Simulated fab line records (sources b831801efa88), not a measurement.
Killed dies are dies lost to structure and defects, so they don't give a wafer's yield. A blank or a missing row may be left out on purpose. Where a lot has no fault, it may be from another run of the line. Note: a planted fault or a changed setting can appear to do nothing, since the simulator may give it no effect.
Code-filled problem report in 8D (eight disciplines) form :: flow sky130 :: the parts of the form that need people (team, actions taken, sign-off) are left out

1. WHAT IS WRONG
Mean RES_XHIGH_TW at SKY_RES_XHIGH_TW_MEAS_09: 791 over 6 wafers in 2 lots; fault-free wafers: 1620, standard deviation 22. Measured from the usual mean, that is -38 standard deviations.
First observed at day 30 13:24: wafer L809.2, on film_metro-02. The record holds 33 wafers of 11 lots with a number at this step. Rule for "out", or "out of limits": more than 4 standard deviations from the usual mean. All remaining wafers that have a number are taken as sound.

2. WHAT IT IS, AND WHAT IT ISN'T
question: which readings at this step
is: RES_XHIGH_TW
is not: -

question: which lots
is: L809, L810
is not: L799, L800, L802, L807, L808, L817, L818, L819, L820

question: which wafers of those lots
is: all that have a number
is not: -

question: read on which gauges
is: film_metro-02, film_metro-04
is not: film_metro-01

question: when
is: from day 30 13:24
is not: up to then (15 sound wafers); but 12 sound wafers of L817, L818, L819, L820 came after

3. THE SUSPECTS, EACH WITH WHAT RULES IT OUT
Counting: a tool stays on the suspect list if, at a process step up to the reading, it processed all lots that are out and no sound lot following the first of them.
- ruled out: the gauge at SKY_RES_XHIGH_TW_MEAS_09. The wafers that are out were read on 2 gauges (film_metro-02, film_metro-04).
- implanter-03 at SKY_RES_XHIGH_IMPLANT_07: kept. All lots that are out passed through it, beginning with L809 at day 30 13:10, and no sound lot followed; its final sound lot before that point was L808 at day 30 08:00. On those wafers its own readings are out: beam_on_s, dose_ions_cm2, faraday_current_uA.
Remaining after the count: implanter-03 at SKY_RES_XHIGH_IMPLANT_07.

4. THE CAUSE (what the simulator had put in)
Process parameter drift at SKY_RES_XHIGH_IMPLANT_07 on implanter-03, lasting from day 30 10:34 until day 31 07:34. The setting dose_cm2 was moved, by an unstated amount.
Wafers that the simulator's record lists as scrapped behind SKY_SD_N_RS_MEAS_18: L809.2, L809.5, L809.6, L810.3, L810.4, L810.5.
The count eliminated every tool but this one.

5. THE EFFECT CHAIN, in route order
One row per reading whose mean, taken over the struck wafers that have a number, lies over 3 standard deviations from the usual. Only readings whose record carries a usual standard deviation are examined. hours: median over the lots of the time between each lot's start at the first step of this table that gives one and its start at this step. sigmas: the change, counted in usual standard deviations.
hours: 0
step: SKY_RES_XHIGH_IMPLANT_07
reading: beam_on_s
usual: 35.6 s
on struck wafers: 9.9
change: -25.7
sigmas: -14

hours: 0
step: SKY_RES_XHIGH_IMPLANT_07
reading: dose_ions_cm2
usual: 3.6e+14
on struck wafers: 3.6e+13
change: -3.2e+14
sigmas: -99 or more

hours: 0
step: SKY_RES_XHIGH_IMPLANT_07
reading: faraday_current_uA
usual: 572
on struck wafers: 206
change: -366
sigmas: -13

hours: 0
step: SKY_RES_XHIGH_TW_MEAS_09
reading: RES_XHIGH_TW
usual: 1620
on struck wafers: 791
change: -829
sigmas: -38

hours: 29
step: SKY_SD_N_RS_MEAS_18
reading: RES_XHIGH_RS
usual: 334.0 ohm/sq
on struck wafers: 2014.6
change: +1680.6
sigmas: +99 or more
The process steps in it:
- SKY_RES_XHIGH_IMPLANT_07

6. HOW IT WOULD HAVE BEEN CAUGHT EARLIER
3 hours passed between the start of the fault at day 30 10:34 and the first reading out of limits at a measuring or inspecting step in this record, taken at day 30 13:24.
At SKY_RES_XHIGH_IMPLANT_07, the tool's own readings (beam_on_s, dose_ions_cm2, faraday_current_uA) were out on each struck wafer the step has a row for, so an alarm limit on them would have fired on the first such wafer.
Among the 2 lots that are out, L810 began SKY_RES_XHIGH_IMPLANT_07 on implanter-03 after day 30 13:24. It would have been spared by a hold on the tool at that moment.
